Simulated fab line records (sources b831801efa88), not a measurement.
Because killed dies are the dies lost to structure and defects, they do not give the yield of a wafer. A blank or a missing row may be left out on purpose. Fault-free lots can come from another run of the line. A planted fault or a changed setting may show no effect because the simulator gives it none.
Matching of chambers || flow gf180mcu || GF_V2_CMP_26 on cmp-02 has 4 sister chambers
The step polishes, stops on SiO2, t overpolish 15 s, target thk 0 nm. 14 wafers are shown with their chamber, then 7 later ones without.

WAFERS PAIRED WITH THEIR CHAMBERS
{"wafer": "L136.4", "chamber": 1, "motor current A (A)": 10.5, "time to endpoint s (s)": 85, "overpolish run s (s)": 15.004}
{"wafer": "L136.5", "chamber": 0, "motor current A (A)": 9.7, "time to endpoint s (s)": 82, "overpolish run s (s)": 14.997}
{"wafer": "L136.6", "chamber": 1, "motor current A (A)": 10.7, "time to endpoint s (s)": 84, "overpolish run s (s)": 15.008}
{"wafer": "L138.1", "chamber": 2, "motor current A (A)": 9.6, "time to endpoint s (s)": 90, "overpolish run s (s)": 15.001}
{"wafer": "L138.2", "chamber": 1, "motor current A (A)": 10.9, "time to endpoint s (s)": 84, "overpolish run s (s)": 15.013}
{"wafer": "L138.6", "chamber": 0, "motor current A (A)": 9.9, "time to endpoint s (s)": 87, "overpolish run s (s)": 15.001}
{"wafer": "L140.1", "chamber": 0, "motor current A (A)": 10.0, "time to endpoint s (s)": 84, "overpolish run s (s)": 15.019}
{"wafer": "L140.3", "chamber": 3, "motor current A (A)": 11.0, "time to endpoint s (s)": 86, "overpolish run s (s)": 15.001}
{"wafer": "L140.6", "chamber": 1, "motor current A (A)": 10.7, "time to endpoint s (s)": 84, "overpolish run s (s)": 14.978}
{"wafer": "L144.1", "chamber": 2, "motor current A (A)": 10.3, "time to endpoint s (s)": 91, "overpolish run s (s)": 15.001}
{"wafer": "L144.5", "chamber": 2, "motor current A (A)": 10.3, "time to endpoint s (s)": 88, "overpolish run s (s)": 15.015}
{"wafer": "L144.6", "chamber": 1, "motor current A (A)": 11.8, "time to endpoint s (s)": 87, "overpolish run s (s)": 14.996}
{"wafer": "L145.1", "chamber": 1, "motor current A (A)": 10.9, "time to endpoint s (s)": 90, "overpolish run s (s)": 15.002}
{"wafer": "L145.3", "chamber": 3, "motor current A (A)": 10.9, "time to endpoint s (s)": 84, "overpolish run s (s)": 14.986}

SIGNATURES (averages over the wafers above)
{"reading": "motor current A", "chamber 0": 9.867, "chamber 1": 10.917, "chamber 2": 10.067, "chamber 3": 10.950, "scatter within a chamber": 0.378}
{"reading": "time to endpoint s", "chamber 0": 84.33, "chamber 1": 85.67, "chamber 2": 89.67, "chamber 3": 85.00, "scatter within a chamber": 2.21}
{"reading": "overpolish run s", "chamber 0": 15.00567, "chamber 1": 15.00017, "chamber 2": 15.00567, "chamber 3": 14.99350, "scatter within a chamber": 0.0113}
Rule: distance of a wafer from a chamber = root of the sum over the readings of ((wafer's reading minus chamber's mean) / reading's scatter) squared. The wafer belongs to the nearest chamber; if the next one is less than 2 further off, it can't be placed. How the scatter is found: for the shown wafers, subtract from each reading the mean of its chamber, square and add these, divide the total by (wafers less chambers), then take the root.

WAFERS WHOSE CHAMBER IS MISSING
{"wafer": "L145.4", "motor current A (A)": 9.5, "time to endpoint s (s)": 86, "overpolish run s (s)": 14.994}
{"wafer": "L157.3", "motor current A (A)": 9.8, "time to endpoint s (s)": 82, "overpolish run s (s)": 15.014}
{"wafer": "L157.4", "motor current A (A)": 10.6, "time to endpoint s (s)": 84, "overpolish run s (s)": 15.009}
{"wafer": "L157.5", "motor current A (A)": 10.2, "time to endpoint s (s)": 84, "overpolish run s (s)": 14.988}
{"wafer": "L158.1", "motor current A (A)": 10.2, "time to endpoint s (s)": 85, "overpolish run s (s)": 15.001}
{"wafer": "L158.2", "motor current A (A)": 10.6, "time to endpoint s (s)": 81, "overpolish run s (s)": 15.002}
{"wafer": "L158.3", "motor current A (A)": 9.7, "time to endpoint s (s)": 82, "overpolish run s (s)": 14.994}

EACH ONE'S CHAMBER
{"wafer": "L145.4", "from the rows above": "can't be placed: 0 or 2", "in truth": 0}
{"wafer": "L157.3", "from the rows above": 0, "in truth": 0}
{"wafer": "L157.4", "from the rows above": "can't be placed: 1 or 3 or 0 or 2", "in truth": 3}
{"wafer": "L157.5", "from the rows above": "can't be placed: 0 or 3 or 1 or 2", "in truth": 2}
{"wafer": "L158.1", "from the rows above": "can't be placed: 0 or 1 or 3 or 2", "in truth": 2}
{"wafer": "L158.2", "from the rows above": "can't be placed: 3 or 1 or 0", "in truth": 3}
{"wafer": "L158.3", "from the rows above": 0, "in truth": 0}
Correct placement for 2 of the 7. Not placeable from these rows: 5 (in 5, the candidates include the true chamber). Wrongly placed: 0.
